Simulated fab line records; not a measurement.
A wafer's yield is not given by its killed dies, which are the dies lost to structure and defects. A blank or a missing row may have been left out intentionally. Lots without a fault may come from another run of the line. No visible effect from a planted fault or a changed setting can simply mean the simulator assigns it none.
Comparing a struck lot with a sound one || flow sky130 || 17 steps out of a route of 708
Sound: these wafers, L499.1, L499.4, L499.5. Wafers struck: L508.2, L508.5, L508.6. The cause is named last.
At each step with rows: each side's tool, then ch and its chambers, then its first start. Under that, the readings that differ: sound wafers || struck wafers || difference of the means || sigmas: that difference in standard deviations of wafers without a fault.
alike: readings with means less than 2 such deviations apart, plus words and numbers identical on both sides. not compared: withheld readings, readings lacking a value on some wafer, bounds such as >300 that could conceal the same value, and numbers that have no deviation in the record and whose values overlap.
Wherever a step has rows on one side only, a row that says differs or no value, or a row with sigmas, the two part there. Non-overlapping numbers with no deviation appear without sigmas and do not part them. Lack of a reading on every wafer of one side parts them only where that side has two or more wafers.

first, 2 steps without rows for these wafers: SKY_NWELL_IMPLANT_12; SKY_NWELL_IMPLANT_13.
SKY_NWELL_STRIP_14: strips in O2/N2.
  sound on plasma_asher-02 ch 0,1, day 5 09:17; struck on plasma_asher-03 ch 0,1, day 7 11:59
  alike: drypump_motor_current_A, oes_product_au, strip_time_to_endpoint_s
  not compared: rf_hours_counter_h
SKY_NWELL_TW_MEAS_15:
  sound: film_metro-01 at day 5 09:23; struck: film_metro-01 at day 7 12:05
  alike: NWELL_TW
then, 7 steps without rows for these wafers: SKY_NWELL_DEHYDRATE_16 (time 60 s); SKY_NWELL_HMDS_17 (prime time 60 s); SKY_NWELL_COAT_18 (resist thk 3000 nm); SKY_NWELL_SOFTBAKE_19; SKY_NWELL_EXPOSE_20 (exposes mask NWM COMPLEMENT, target cd 840 nm); SKY_NWELL_PEB_21; SKY_NWELL_DEVELOP_22 (develop time 60 s).
SKY_NWELL_OVL_MEAS_23:
  sound: overlay-01 at day 6 03:02; struck: overlay-02 at day 8 08:05
  alike: NWELL_01_OVL
SKY_NWELL_IMPLANT_24:
  sound on implanter-03 ch 0, day 6 03:05; struck on implanter-02 ch 0, day 8 08:08
{"reading": "beam_on_s (s)", "sound": "10.11 10.08 9.90", "struck": "8.78 8.84 8.29", "difference": -1.39, "sigmas": -7}
{"reading": "faraday_current_uA", "sound": "51.3 51.4 52.4", "struck": "59.2 58.7 62.4", "difference": "+8.4", "sigmas": "+8"}
SKY_NWELL_STRIP_25: strips in O2/N2.
  sound on plasma_asher-03 ch 0,1, day 6 03:14; struck on plasma_asher-02 ch 0,1, day 8 08:16
  alike: drypump_motor_current_A, oes_product_au, strip_time_to_endpoint_s
  not compared: rf_hours_counter_h
SKY_NWELL_TW_MEAS_26:
  sound: film_metro-02 at day 6 03:20; struck: film_metro-01 at day 8 08:22
{"reading": "NWELL_2_TW", "sound": "499 499 494", "struck": "476 476 476", "difference": -21, "sigmas": -6}
then, 1 step without rows for these wafers: SKY_NWELL_CLEAN_27 (cleans in SC1/SC2, time 150 s).
-- the record jumps here: 41 days lie between the struck wafers' starts before and after (it left off in module NWELL and takes up again in module PAD_OPEN, whose first step shown is number 708 of the route) --
SKY_PAD_OPEN_PROBE_99:
  sound: prober-02 at day 46 14:04; struck: prober-01 at day 49 02:25
{"reading": "killed_at_M0_to_M3", "sound": "37 44 42", "struck": "54 56 55", "difference": "+14", "sigmas": "+2"}
{"reading": "killed_at_front_end", "sound": "18 27 26", "struck": "13 16 14", "difference": -9, "sigmas": -2}
{"reading": "model.etest.pfet_16v.r_on_ohm_um", "sound": "1.539e+04 1.514e+04 1.566e+04", "struck": "1.59e+04 1.593e+04 1.631e+04", "difference": "+6.50e+02", "sigmas": ""}
{"reading": "model.etest.res_iso_pwell.rs_ohm_sq", "sound": "2958 2685 2948", "struck": "3082 3041 3342", "difference": "+291", "sigmas": ""}
{"reading": "model.etest.res_pwell_under_gate.rs_ohm_sq", "sound": "2276 2279 2290", "struck": "2533 2539 2507", "difference": "+245", "sigmas": ""}
{"reading": "model.etest.res_iso_pwell.line_ohm_um", "sound": "1121 1019 1126", "struck": "1168 1143 1237", "difference": "+94", "sigmas": ""}
{"reading": "model.etest.tip_n_5v.rs_ohm_sq", "sound": "1379 1384 1385", "struck": "1349 1357 1369", "difference": -24, "sigmas": ""}
{"reading": "model.etest.pfet_16v.drive_ua_um", "sound": "238 240.5 235.1", "struck": "232.5 234.1 228.3", "difference": -6.2, "sigmas": ""}
{"reading": "model.etest.field_n.vt_v (V)", "sound": "36.07 34.45 35.93", "struck": "32.04 31.58 33.3", "difference": -3.18, "sigmas": ""}
  alike: killed_at_M4_up, killed_at_contacts, killed_at_other, killed_dies, killed_open, killed_short
  not compared: model.etest.res_nwell.width_nm

== WHERE THEY PART ==
Earliest at SKY_NWELL_IMPLANT_24; latest, in this record, at SKY_PAD_OPEN_PROBE_99.

WHY: whatever the simulator had introduced
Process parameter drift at SKY_NWELL_IMPLANT_24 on implanter-02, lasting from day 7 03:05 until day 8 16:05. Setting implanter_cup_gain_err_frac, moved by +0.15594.
